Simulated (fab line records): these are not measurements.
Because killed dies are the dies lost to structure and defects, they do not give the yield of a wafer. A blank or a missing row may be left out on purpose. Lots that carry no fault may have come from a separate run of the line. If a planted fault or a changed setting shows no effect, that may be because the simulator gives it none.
fab line records | flow gf180mcu
record: lots: 24 | wafers: 72 | lastDay: 34
route steps=602 shown DUAL_GATE@144 V1@340 M2@362 M4@456 V4@477
lots with no fault: from the same line, run without faults
startH: the number of hours between the record's first day and the start of the first shown wafer of the lot | waitH: hours elapsed since this lot's preceding step | " unchanged from the row above | L1.1+2: a single row standing in for several wafers | - either no value or no given start | * or withheld: withheld | < > ~ a bound
route shown NAME@n: names a module that has steps shown in the file, with the first one's number in the route | usual: mean and standard deviation over wafers with no fault | same: alike in all rows | chamber/n: place in a boat | sites: the reading at each site | _std_site: their standard deviation | _edge_site: the outer-site mean with the inner-site mean subtracted | radiusMm: for every site, how far away it sits from the centre of the wafer | mask NAME#n: copy n | behind: tool/chamber where the wafer was last shaped | hold: the reason the lot was held/the length of the hold in hours/how it ended | device: the n, p or np transistor that did not switch | end of line: the route-end tests of the same wafers | for a step that has no rows: nothing shown but its recipe | killed: not the wafer's yield, but the dies lost to structure and defects at the first sort | map: a wafer's dies, x killed, . not, _ none there
set.NAME: the setting the step ran with; set.NAME@STEP: the setting that earlier step ran with | model.NAME: the simulator's own value behind a step, which no gauge read
one table for each step of the route and one row for each wafer, over a sample of lots
services: the hour from which a tool's chamber was out of use, counted from the record's first day as startH (under 0 if before that day), plus the number of hours and why
== steps ==
step: GF_DUAL_GATE_THK_MEAS_03
recipe: reads: SiO2_of_DUAL_GATE_OXIDATION_02
usual: DUAL_GATE_OXIDATION_00_THK: 10.95/0.2
lot.wafer | tool         | chamber | startH | waitH | DUAL_GATE_OXIDATION_00_THK[nm]
L074.2    | filmMetro-04 | -       | 158.51 | 0.0   | 10.91
L074.3    | "            | -       | "      | "     | 11.10
L074.5    | "            | -       | "      | "     | 10.93
L075.3    | filmMetro-01 | -       | 165.93 | 0.0   | 10.66
L075.4    | "            | -       | "      | "     | 10.59
L075.6    | "            | -       | "      | "     | 10.58
L076.1    | filmMetro-01 | -       | 170.10 | 0.0   | 11.07
L076.2    | "            | -       | "      | "     | 11.08
L076.3    | "            | -       | "      | "     | 11.05
L077.4    | filmMetro-02 | -       | 180.66 | 0.0   | 11.02
L077.5    | "            | -       | "      | "     | 11.01
L077.6    | "            | -       | "      | "     | 10.95
L078.2    | filmMetro-01 | -       | 186.82 | 0.0   | 10.95
L078.3    | "            | -       | "      | "     | 10.87
L078.6    | "            | -       | "      | "     | 10.81
L079.2    | filmMetro-02 | -       | 191.89 | 0.0   | 10.86
L079.3    | "            | -       | "      | "     | 10.77
L079.5    | "            | -       | "      | "     | 10.79
L080.3    | filmMetro-02 | -       | 197.48 | 0.0   | 11.22
L080.4    | "            | -       | "      | "     | 10.99
L080.6    | "            | -       | "      | "     | 11.17
L081.2    | filmMetro-02 | -       | 204.72 | 0.0   | 10.52
L081.4    | "            | -       | "      | "     | 10.41
L081.6    | "            | -       | "      | "     | 10.73
L082.2    | filmMetro-02 | -       | 210.69 | 0.0   | 10.58
L082.4    | "            | -       | "      | "     | 10.82
L082.5    | "            | -       | "      | "     | 10.73
L083.1    | filmMetro-02 | -       | 220.89 | 0.0   | 10.86
L083.4    | "            | -       | "      | "     | 10.85
L083.6    | "            | -       | "      | "     | 10.91
L084.3    | filmMetro-02 | -       | 226.31 | 0.0   | 10.91
L084.4    | "            | -       | "      | "     | 10.73
L084.5    | "            | -       | "      | "     | 10.76
L085.2    | filmMetro-02 | -       | 231.27 | 0.0   | 10.80
L085.3    | "            | -       | "      | "     | 10.85
L085.5    | "            | -       | "      | "     | 10.84
L086.2    | filmMetro-02 | -       | 238.40 | 0.0   | 11.13
L086.3    | "            | -       | "      | "     | 11.00
L086.5    | "            | -       | "      | "     | 11.14
L087.1    | filmMetro-04 | -       | 252.53 | 0.0   | 11.15
L087.2    | "            | -       | "      | "     | 11.17
L087.5    | "            | -       | "      | "     | 11.25
L088.2    | filmMetro-01 | -       | 255.70 | 0.0   | 11.12
L088.4    | "            | -       | "      | "     | 11.26
L088.5    | "            | -       | "      | "     | 11.04
L089.2    | filmMetro-04 | -       | 259.15 | 0.0   | 11.33
L089.3    | "            | -       | "      | "     | 11.10
L089.5    | "            | -       | "      | "     | 11.06
L090.1    | filmMetro-01 | -       | 270.71 | 0.0   | 10.73
L090.2    | "            | -       | "      | "     | 10.56
L090.5    | "            | -       | "      | "     | 10.84
L091.2    | filmMetro-02 | -       | 279.10 | 0.0   | 11.07
L091.3    | "            | -       | "      | "     | 11.03
L091.6    | "            | -       | "      | "     | 11.30
L092.1    | filmMetro-04 | -       | 284.53 | 0.0   | 10.97
L092.4    | "            | -       | "      | "     | 11.09
L092.5    | "            | -       | "      | "     | 11.08
L093.3    | filmMetro-04 | -       | 290.37 | 0.0   | 11.09
L093.4    | "            | -       | "      | "     | 11.02
L093.6    | "            | -       | "      | "     | 11.02
L094.1    | filmMetro-01 | -       | 294.58 | 0.0   | 11.08
L094.4    | "            | -       | "      | "     | 11.09
L094.6    | "            | -       | "      | "     | 11.26
L095.2    | filmMetro-02 | -       | 303.52 | 0.0   | 10.96
L095.3    | "            | -       | "      | "     | 11.03
L095.6    | "            | -       | "      | "     | 11.05
L096.2    | filmMetro-04 | -       | 308.64 | 0.0   | 10.79
L096.5    | "            | -       | "      | "     | 10.73
L096.6    | "            | -       | "      | "     | 10.84
L097.4    | filmMetro-04 | -       | 316.12 | 0.0   | 10.76
L097.5    | "            | -       | "      | "     | 11.00
L097.6    | "            | -       | "      | "     | 11.12
step: GF_V1_BOW_MEAS_05
recipe: mode: bow
usual: V1_BOW: 83/7.4
lot.wafer | tool         | chamber | startH | waitH | V1_BOW[um]
L074.2    | filmMetro-02 | -       | 384.37 | 0.2   | 77
L074.3    | "            | -       | "      | "     | 76
L074.5    | "            | -       | "      | "     | 77
L075.3    | filmMetro-02 | -       | 396.63 | 0.2   | 66
L075.4    | "            | -       | "      | "     | 77
L075.6    | "            | -       | "      | "     | 83
L076.1    | filmMetro-01 | -       | 402.08 | 0.1   | 82
L076.2    | "            | -       | "      | "     | 65
L076.3    | "            | -       | "      | "     | 69
L077.4    | filmMetro-02 | -       | 415.11 | 0.3   | 88
L077.5    | "            | -       | "      | "     | 74
L077.6    | "            | -       | "      | "     | 87
L078.2    | filmMetro-01 | -       | 424.88 | 0.2   | 75
L078.3    | "            | -       | "      | "     | 80
L078.6    | "            | -       | "      | "     | 74
L079.2    | filmMetro-02 | -       | 432.85 | 0.2   | 75
L079.3    | "            | -       | "      | "     | 78
L079.5    | "            | -       | "      | "     | 72
L080.3    | filmMetro-04 | -       | 437.84 | 0.3   | 92
L080.4    | "            | -       | "      | "     | 75
L080.6    | "            | -       | "      | "     | 83
L081.2    | filmMetro-04 | -       | 448.90 | 0.1   | 69
L081.4    | "            | -       | "      | "     | 91
L081.6    | "            | -       | "      | "     | 88
L082.2    | filmMetro-01 | -       | 453.77 | 0.3   | 82
L082.4    | "            | -       | "      | "     | 70
L082.5    | "            | -       | "      | "     | 83
L083.1    | filmMetro-04 | -       | 470.02 | 0.1   | 94
L083.4    | "            | -       | "      | "     | 87
L083.6    | "            | -       | "      | "     | 95
L084.3    | filmMetro-02 | -       | 476.96 | 0.2   | 84
L084.4    | "            | -       | "      | "     | 88
L084.5    | "            | -       | "      | "     | 95
L085.2    | filmMetro-01 | -       | 484.93 | 0.3   | 76
L085.3    | "            | -       | "      | "     | 79
L085.5    | "            | -       | "      | "     | 87
L086.2    | filmMetro-04 | -       | 496.62 | 0.1   | 82
L086.3    | "            | -       | "      | "     | 77
L086.5    | "            | -       | "      | "     | 89
L087.1    | filmMetro-02 | -       | 512.48 | 0.2   | 88
L087.2    | "            | -       | "      | "     | 83
L087.5    | "            | -       | "      | "     | 90
L088.2    | filmMetro-02 | -       | 514.98 | 0.2   | 98
L088.4    | "            | -       | "      | "     | 87
L088.5    | "            | -       | "      | "     | 96
L089.2    | filmMetro-02 | -       | 519.50 | 0.1   | 95
L089.3    | "            | -       | "      | "     | 89
L089.5    | "            | -       | "      | "     | 92
L090.1    | filmMetro-02 | -       | 535.08 | 0.1   | 82
L090.2    | "            | -       | "      | "     | 81
L090.5    | "            | -       | "      | "     | 84
L091.2    | filmMetro-02 | -       | 540.85 | 0.1   | 86
L091.3    | "            | -       | "      | "     | 89
L091.6    | "            | -       | "      | "     | 84
L092.1    | filmMetro-04 | -       | 546.39 | 0.1   | 69
L092.4    | "            | -       | "      | "     | 74
L092.5    | "            | -       | "      | "     | 91
L093.3    | filmMetro-02 | -       | 555.09 | 0.2   | 79
L093.4    | "            | -       | "      | "     | 81
L093.6    | "            | -       | "      | "     | 79
L094.1    | filmMetro-04 | -       | 560.73 | 0.1   | 80
L094.4    | "            | -       | "      | "     | 72
L094.6    | "            | -       | "      | "     | 73
L095.2    | filmMetro-04 | -       | 570.70 | 0.3   | 92
L095.3    | "            | -       | "      | "     | 80
L095.6    | "            | -       | "      | "     | 85
L096.2    | filmMetro-04 | -       | 574.60 | 0.2   | 73
L096.5    | "            | -       | "      | "     | 75
L096.6    | "            | -       | "      | "     | 78
L097.4    | filmMetro-04 | -       | 582.56 | 0.2   | 95
L097.5    | "            | -       | "      | "     | 83
L097.6    | "            | -       | "      | "     | 79
step: GF_V1_ETCH_17
recipe: chemistry: C4F8/O2/Ar | maskMaterial: KrF | target: SiO2 | stopOn: TiN | sourceW: 1500 | biasW: 1200 | pressureMtorr: 40 | c4f8FlowSccm: withheld | O2_flow_sccm: 6 | Ar_flow_sccm: 300 | timeS: withheld | targetDepthA: 6300
usual: oesProductAu: 0.855/0.0043
lot.wafer | tool       | chamber | startH | waitH | oesProductAu
L074.2    | rieDiel-03 | 0       | -      | -     | 0.854
L074.3    | "          | 3       | "      | "     | 0.853
L074.5    | "          | 2       | "      | "     | 0.847
L075.3    | rieDiel-01 | 3       | -      | -     | 0.855
L075.4    | "          | 0       | "      | "     | 0.854
L075.6    | "          | 3       | "      | "     | 0.858
L076.1    | rieDiel-03 | 3       | -      | -     | 0.852
L076.2    | "          | 2       | "      | "     | 0.851
L076.3    | "          | 1       | "      | "     | 0.859
L077.4    | rieDiel-04 | 0       | -      | -     | 0.863
L077.5    | "          | 1       | "      | "     | 0.858
L077.6    | "          | 0       | "      | "     | 0.856
L078.2    | rieDiel-04 | 3       | -      | -     | 0.853
L078.3    | "          | 1       | "      | "     | 0.851
L078.6    | "          | 0       | "      | "     | 0.854
L079.2    | rieDiel-01 | 0       | -      | -     | 0.859
L079.3    | "          | 2       | "      | "     | 0.848
L079.5    | "          | 1       | "      | "     | 0.862
L080.3    | rieDiel-03 | 2       | -      | -     | 0.852
L080.4    | "          | 0       | "      | "     | 0.863
L080.6    | "          | 1       | "      | "     | 0.858
L081.2    | rieDiel-01 | 1       | -      | -     | 0.857
L081.4    | "          | 3       | "      | "     | 0.849
L081.6    | "          | 0       | "      | "     | 0.853
L082.2    | rieDiel-03 | 0       | -      | -     | 0.853
L082.4    | "          | 1       | "      | "     | 0.859
L082.5    | "          | 1       | "      | "     | 0.851
L083.1    | rieDiel-01 | 0       | -      | -     | 0.850
L083.4    | "          | 2       | "      | "     | 0.856
L083.6    | "          | 0       | "      | "     | 0.858
L084.3    | rieDiel-01 | 2       | -      | -     | 0.855
L084.4    | "          | 3       | "      | "     | 0.859
L084.5    | "          | 1       | "      | "     | 0.850
L085.2    | rieDiel-04 | 2       | -      | -     | 0.857
L085.3    | "          | 3       | "      | "     | 0.847
L085.5    | "          | 2       | "      | "     | 0.853
L086.2    | rieDiel-04 | 2       | -      | -     | 0.859
L086.3    | "          | 3       | "      | "     | 0.857
L086.5    | "          | 3       | "      | "     | 0.855
L087.1    | rieDiel-04 | 1       | -      | -     | 0.858
L087.2    | "          | 2       | "      | "     | 0.848
L087.5    | "          | 1       | "      | "     | 0.853
L088.2    | rieDiel-04 | 2       | -      | -     | 0.860
L088.4    | "          | 3       | "      | "     | 0.857
L088.5    | "          | 1       | "      | "     | 0.854
L089.2    | rieDiel-03 | 0       | -      | -     | 0.856
L089.3    | "          | 3       | "      | "     | 0.863
L089.5    | "          | 2       | "      | "     | 0.861
L090.1    | rieDiel-01 | 2       | -      | -     | 0.850
L090.2    | "          | 1       | "      | "     | 0.852
L090.5    | "          | 0       | "      | "     | 0.857
L091.2    | rieDiel-04 | 2       | -      | -     | 0.850
L091.3    | "          | 3       | "      | "     | 0.851
L091.6    | "          | 3       | "      | "     | 0.855
L092.1    | rieDiel-04 | 0       | -      | -     | 0.858
L092.4    | "          | 0       | "      | "     | 0.858
L092.5    | "          | 3       | "      | "     | 0.847
L093.3    | rieDiel-04 | 3       | -      | -     | 0.849
L093.4    | "          | 2       | "      | "     | 0.855
L093.6    | "          | 3       | "      | "     | 0.852
L094.1    | rieDiel-03 | 1       | -      | -     | 0.854
L094.4    | "          | 2       | "      | "     | 0.852
L094.6    | "          | 0       | "      | "     | 0.860
L095.2    | rieDiel-01 | 0       | -      | -     | 0.854
L095.3    | "          | 1       | "      | "     | 0.854
L095.6    | "          | 3       | "      | "     | 0.851
L096.2    | rieDiel-04 | 3       | -      | -     | 0.850
L096.5    | "          | 1       | "      | "     | 0.852
L096.6    | "          | 2       | "      | "     | 0.858
L097.4    | rieDiel-03 | 0       | -      | -     | 0.862
L097.5    | "          | 2       | "      | "     | 0.854
L097.6    | "          | 3       | "      | "     | 0.860
step: GF_M2_SPUTTER_00
recipe: material: Ti | targetThkNm: 37.5 | arrivingIonEnergyEv: 80 | substrateTempC: 200 | chamberPressurePa: 2 | powerW: 4000 | timeS: 150
usual: throttleValvePct: 30.1/1
lot.wafer | tool          | chamber | startH | waitH | throttleValvePct
L074.2    | pvdSputter-02 | -       | 408.49 | 0.2   | 31.7
L074.3    | "             | -       | "      | "     | 30.1
L074.5    | "             | -       | "      | "     | 28.7
L075.3    | pvdSputter-02 | -       | 420.88 | 0.2   | 28.7
L075.4    | "             | -       | "      | "     | 31.2
L075.6    | "             | -       | "      | "     | 29.2
L076.1    | pvdSputter-04 | -       | 426.53 | 0.1   | 31.0
L076.2    | "             | -       | "      | "     | 28.8
L076.3    | "             | -       | "      | "     | 29.7
L077.4    | pvdSputter-02 | -       | 440.78 | 0.2   | 29.7
L077.5    | "             | -       | "      | "     | 30.4
L077.6    | "             | -       | "      | "     | 31.0
L078.2    | pvdSputter-03 | -       | 450.30 | 0.2   | 31.5
L078.3    | "             | -       | "      | "     | 30.5
L078.6    | "             | -       | "      | "     | 28.6
L079.2    | pvdSputter-02 | -       | 458.14 | 0.2   | 30.0
L079.3    | "             | -       | "      | "     | 31.7
L079.5    | "             | -       | "      | "     | 30.1
L080.3    | pvdSputter-02 | -       | 462.95 | 0.2   | 31.5
L080.4    | "             | -       | "      | "     | 28.8
L080.6    | "             | -       | "      | "     | 29.6
L081.2    | pvdSputter-04 | -       | 473.88 | 0.1   | 31.3
L081.4    | "             | -       | "      | "     | 30.0
L081.6    | "             | -       | "      | "     | 28.7
L082.2    | pvdSputter-04 | -       | 479.11 | 0.1   | 31.0
L082.4    | "             | -       | "      | "     | 30.8
L082.5    | "             | -       | "      | "     | 28.8
L083.1    | pvdSputter-04 | -       | 495.66 | 0.1   | 31.0
L083.4    | "             | -       | "      | "     | 29.8
L083.6    | "             | -       | "      | "     | 30.0
L084.3    | pvdSputter-02 | -       | 503.24 | 0.1   | 28.8
L084.4    | "             | -       | "      | "     | 31.5
L084.5    | "             | -       | "      | "     | 31.6
L085.2    | pvdSputter-04 | -       | 510.19 | 0.2   | 30.9
L085.3    | "             | -       | "      | "     | 30.8
L085.5    | "             | -       | "      | "     | 28.8
L086.2    | pvdSputter-03 | -       | 521.72 | 0.2   | 30.9
L086.3    | "             | -       | "      | "     | 31.5
L086.5    | "             | -       | "      | "     | 30.9
L087.1    | pvdSputter-02 | -       | 537.15 | 0.1   | 31.4
L087.2    | "             | -       | "      | "     | 28.9
L087.5    | "             | -       | "      | "     | 28.5
L088.2    | pvdSputter-03 | -       | 539.78 | 0.1   | 28.3
L088.4    | "             | -       | "      | "     | 31.4
L088.5    | "             | -       | "      | "     | 31.0
L089.2    | pvdSputter-04 | -       | 543.80 | 0.2   | 28.4
L089.3    | "             | -       | "      | "     | 31.2
L089.5    | "             | -       | "      | "     | 28.6
L090.1    | pvdSputter-03 | -       | 559.65 | 0.2   | 28.4
L090.2    | "             | -       | "      | "     | 31.2
L090.5    | "             | -       | "      | "     | 28.3
L091.2    | pvdSputter-04 | -       | 564.60 | 0.1   | 30.1
L091.3    | "             | -       | "      | "     | 28.7
L091.6    | "             | -       | "      | "     | 28.6
L092.1    | pvdSputter-04 | -       | 570.48 | 0.2   | 31.1
L092.4    | "             | -       | "      | "     | 28.7
L092.5    | "             | -       | "      | "     | 31.1
L093.3    | pvdSputter-04 | -       | 577.89 | 0.2   | 28.9
L093.4    | "             | -       | "      | "     | 31.1
L093.6    | "             | -       | "      | "     | 28.9
L094.1    | pvdSputter-02 | -       | 583.77 | 0.2   | 31.4
L094.4    | "             | -       | "      | "     | 29.8
L094.6    | "             | -       | "      | "     | 28.6
L095.2    | pvdSputter-04 | -       | 593.29 | 0.2   | 29.1
L095.3    | "             | -       | "      | "     | 31.1
L095.6    | "             | -       | "      | "     | 29.0
L096.2    | pvdSputter-02 | -       | 597.52 | 0.2   | 28.6
L096.5    | "             | -       | "      | "     | 28.8
L096.6    | "             | -       | "      | "     | 29.7
L097.4    | pvdSputter-02 | -       | 605.69 | 0.2   | 29.8
L097.5    | "             | -       | "      | "     | 29.4
L097.6    | "             | -       | "      | "     | 29.9
step: GF_M4_SPUTTER_00
recipe: material: Ti | targetThkNm: 37.5 | arrivingIonEnergyEv: 80 | substrateTempC: 200 | chamberPressurePa: 2 | powerW: 4000 | timeS: 150
usual: throttleValvePct: 30.1/1
lot.wafer | tool          | chamber | startH | waitH | throttleValvePct
L074.2    | pvdSputter-02 | -       | 511.65 | 0.2   | 29.4
L074.3    | "             | -       | "      | "     | 30.3
L074.5    | "             | -       | "      | "     | 31.5
L075.3    | pvdSputter-02 | -       | 522.89 | 0.2   | 31.4
L075.4    | "             | -       | "      | "     | 29.0
L075.6    | "             | -       | "      | "     | 29.6
L076.1    | pvdSputter-02 | -       | 528.66 | 0.1   | 31.8
L076.2    | "             | -       | "      | "     | 28.8
L076.3    | "             | -       | "      | "     | 30.0
L077.4    | pvdSputter-02 | -       | 541.28 | 0.1   | 30.0
L077.5    | "             | -       | "      | "     | 30.1
L077.6    | "             | -       | "      | "     | 31.2
L078.2    | pvdSputter-02 | -       | 549.76 | 0.2   | 30.2
L078.3    | "             | -       | "      | "     | 28.9
L078.6    | "             | -       | "      | "     | 30.3
L079.2    | pvdSputter-04 | -       | 557.91 | 0.1   | 31.0
L079.3    | "             | -       | "      | "     | 28.7
L079.5    | "             | -       | "      | "     | 31.2
L080.3    | pvdSputter-02 | -       | 563.74 | 0.1   | 29.6
L080.4    | "             | -       | "      | "     | 29.9
L080.6    | "             | -       | "      | "     | 30.1
L081.2    | pvdSputter-03 | -       | 571.33 | 0.1   | 28.5
L081.4    | "             | -       | "      | "     | 31.6
L081.6    | "             | -       | "      | "     | 28.3
L082.2    | pvdSputter-04 | -       | 576.29 | 0.1   | 31.1
L082.4    | "             | -       | "      | "     | 29.9
L082.5    | "             | -       | "      | "     | 31.0
L083.1    | pvdSputter-02 | -       | 592.78 | 0.1   | 28.7
L083.4    | "             | -       | "      | "     | 29.8
L083.6    | "             | -       | "      | "     | 30.2
L084.3    | pvdSputter-02 | -       | 598.38 | 0.1   | 29.8
L084.4    | "             | -       | "      | "     | 29.0
L084.5    | "             | -       | "      | "     | 29.7
L085.2    | pvdSputter-04 | -       | 604.12 | 0.1   | 29.1
L085.3    | "             | -       | "      | "     | 30.1
L085.5    | "             | -       | "      | "     | 29.8
L086.2    | pvdSputter-02 | -       | 615.60 | 0.2   | 28.5
L086.3    | "             | -       | "      | "     | 31.4
L086.5    | "             | -       | "      | "     | 30.1
L087.1    | pvdSputter-02 | -       | 628.82 | 0.1   | 31.4
L087.2    | "             | -       | "      | "     | 29.8
L087.5    | "             | -       | "      | "     | 31.5
L088.2    | pvdSputter-04 | -       | 630.96 | 0.2   | 29.7
L088.4    | "             | -       | "      | "     | 30.8
L088.5    | "             | -       | "      | "     | 29.9
L089.2    | pvdSputter-04 | -       | 635.86 | 0.2   | 28.9
L089.3    | "             | -       | "      | "     | 29.9
L089.5    | "             | -       | "      | "     | 31.0
L090.1    | pvdSputter-04 | -       | 647.59 | 0.2   | 31.2
L090.2    | "             | -       | "      | "     | 28.7
L090.5    | "             | -       | "      | "     | 30.9
L091.2    | pvdSputter-03 | -       | 653.88 | 0.2   | 30.5
L091.3    | "             | -       | "      | "     | 31.5
L091.6    | "             | -       | "      | "     | 28.4
L092.1    | pvdSputter-03 | -       | 660.36 | 0.2   | 31.7
L092.4    | "             | -       | "      | "     | 30.7
L092.5    | "             | -       | "      | "     | 31.0
L093.3    | pvdSputter-04 | -       | 666.20 | 0.2   | 31.0
L093.4    | "             | -       | "      | "     | 28.7
L093.6    | "             | -       | "      | "     | 28.8
L094.1    | pvdSputter-04 | -       | 671.85 | 0.2   | 31.0
L094.4    | "             | -       | "      | "     | 30.6
L094.6    | "             | -       | "      | "     | 30.0
L095.2    | pvdSputter-04 | -       | 678.95 | 0.1   | 31.1
L095.3    | "             | -       | "      | "     | 29.9
L095.6    | "             | -       | "      | "     | 30.0
L096.2    | pvdSputter-02 | -       | 684.06 | 0.1   | 28.6
L096.5    | "             | -       | "      | "     | 28.7
L096.6    | "             | -       | "      | "     | 31.2
L097.4    | pvdSputter-03 | -       | 690.49 | 0.1   | 30.8
L097.5    | "             | -       | "      | "     | 30.4
L097.6    | "             | -       | "      | "     | 28.4
step: GF_V4_THK_MEAS_01
recipe: reads: SiO2_of_V4_CVD_00
usual: V4_CVD_00_THK: 602/6
lot.wafer | tool         | chamber | startH | waitH | V4_CVD_00_THK[nm]
L074.2    | filmMetro-04 | -       | 536.02 | 0.0   | 594
L074.3    | "            | -       | "      | "     | 603
L074.5    | "            | -       | "      | "     | 591
L075.3    | filmMetro-04 | -       | 547.00 | 0.1   | 599
L075.4    | "            | -       | "      | "     | 600
L075.6    | "            | -       | "      | "     | 601
L076.1    | filmMetro-04 | -       | 552.37 | 0.0   | 591
L076.2    | "            | -       | "      | "     | 606
L076.3    | "            | -       | "      | "     | 591
L077.4    | filmMetro-01 | -       | 565.13 | 0.0   | 592
L077.5    | "            | -       | "      | "     | 604
L077.6    | "            | -       | "      | "     | 599
L078.2    | filmMetro-04 | -       | 573.62 | 0.0   | 616
L078.3    | "            | -       | "      | "     | 610
L078.6    | "            | -       | "      | "     | 604
L079.2    | filmMetro-04 | -       | 580.90 | 0.0   | 601
L079.3    | "            | -       | "      | "     | 606
L079.5    | "            | -       | "      | "     | 607
L080.3    | filmMetro-04 | -       | 586.43 | 0.1   | 602
L080.4    | "            | -       | "      | "     | 594
L080.6    | "            | -       | "      | "     | 600
L081.2    | filmMetro-04 | -       | 594.59 | 0.0   | 611
L081.4    | "            | -       | "      | "     | 602
L081.6    | "            | -       | "      | "     | 615
L082.2    | filmMetro-04 | -       | 598.35 | 0.0   | 599
L082.4    | "            | -       | "      | "     | 610
L082.5    | "            | -       | "      | "     | 614
L083.1    | filmMetro-04 | -       | 614.77 | 0.0   | 598
L083.4    | "            | -       | "      | "     | 605
L083.6    | "            | -       | "      | "     | 608
L084.3    | filmMetro-01 | -       | 619.90 | 0.1   | 588
L084.4    | "            | -       | "      | "     | 600
L084.5    | "            | -       | "      | "     | 595
L085.2    | filmMetro-01 | -       | 625.95 | 0.0   | 610
L085.3    | "            | -       | "      | "     | 599
L085.5    | "            | -       | "      | "     | 608
L086.2    | filmMetro-01 | -       | 636.91 | 0.0   | 604
L086.3    | "            | -       | "      | "     | 609
L086.5    | "            | -       | "      | "     | 603
L087.1    | filmMetro-01 | -       | 649.54 | 0.0   | 599
L087.2    | "            | -       | "      | "     | 606
L087.5    | "            | -       | "      | "     | 607
L088.2    | filmMetro-01 | -       | 651.84 | 0.1   | 603
L088.4    | "            | -       | "      | "     | 598
L088.5    | "            | -       | "      | "     | 610
L089.2    | filmMetro-01 | -       | 656.16 | 0.0   | 606
L089.3    | "            | -       | "      | "     | 599
L089.5    | "            | -       | "      | "     | 599
L090.1    | filmMetro-04 | -       | 669.31 | 0.0   | 612
L090.2    | "            | -       | "      | "     | 600
L090.5    | "            | -       | "      | "     | 615
L091.2    | filmMetro-01 | -       | 674.51 | 0.1   | 603
L091.3    | "            | -       | "      | "     | 599
L091.6    | "            | -       | "      | "     | 599
L092.1    | filmMetro-04 | -       | 680.42 | 0.1   | 609
L092.4    | "            | -       | "      | "     | 609
L092.5    | "            | -       | "      | "     | 604
L093.3    | filmMetro-01 | -       | 686.93 | 0.1   | 605
L093.4    | "            | -       | "      | "     | 601
L093.6    | "            | -       | "      | "     | 602
L094.1    | filmMetro-04 | -       | 692.30 | 0.0   | 601
L094.4    | "            | -       | "      | "     | 602
L094.6    | "            | -       | "      | "     | 605
L095.2    | filmMetro-01 | -       | 698.81 | 0.0   | 595
L095.3    | "            | -       | "      | "     | 606
L095.6    | "            | -       | "      | "     | 604
L096.2    | filmMetro-04 | -       | 703.77 | 0.0   | 595
L096.5    | "            | -       | "      | "     | 596
L096.6    | "            | -       | "      | "     | 604
L097.4    | filmMetro-04 | -       | 709.85 | 0.0   | 596
L097.5    | "            | -       | "      | "     | 609
L097.6    | "            | -       | "      | "     | 614
== services ==
tool          | chamber | startH | hours | kind
rieDiel-01    | 3       | 387.15 | 4.3   | repair
pvdSputter-03 | -       | 397.81 | 1.4   | repair
rieDiel-01    | 2       | 400.22 | 31.3  | repair
pvdSputter-03 | -       | 420.59 | 18.3  | repair
pvdSputter-03 | -       | 428.16 | 3.1   | repair
pvdSputter-03 | -       | 458.45 | 15.5  | repair
rieDiel-04    | 0       | 467.08 | 14.3  | repair
pvdSputter-04 | -       | 468.90 | 2.7   | repair
pvdSputter-03 | -       | 481.06 | 3.0   | repair
pvdSputter-02 | 0       | 481.71 | -     | consumableReplace:kit
pvdSputter-02 | 0       | 481.71 | 18.0  | scheduledDown
pvdSputter-02 | 0       | 481.71 | 18.0  | ventCycle
rieDiel-01    | 3       | 485.54 | 9.6   | repair
rieDiel-04    | -       | 527.64 | 0.6   | repair
pvdSputter-02 | -       | 533.96 | 1.3   | repair
rieDiel-03    | 3       | 534.96 | 5.5   | repair
rieDiel-04    | 1       | 568.66 | 9.9   | repair
rieDiel-01    | 3       | 600.71 | 12.8  | repair
rieDiel-01    | 0       | 604.51 | 5.0   | repair
rieDiel-01    | -       | 605.43 | 2.1   | repair
pvdSputter-03 | -       | 615.18 | 11.3  | repair
pvdSputter-02 | 3       | 672.48 | -     | consumableReplace:kit
pvdSputter-02 | 3       | 672.48 | 18.0  | scheduledDown
pvdSputter-02 | 3       | 672.48 | 18.0  | ventCycle
== key ==
fault none
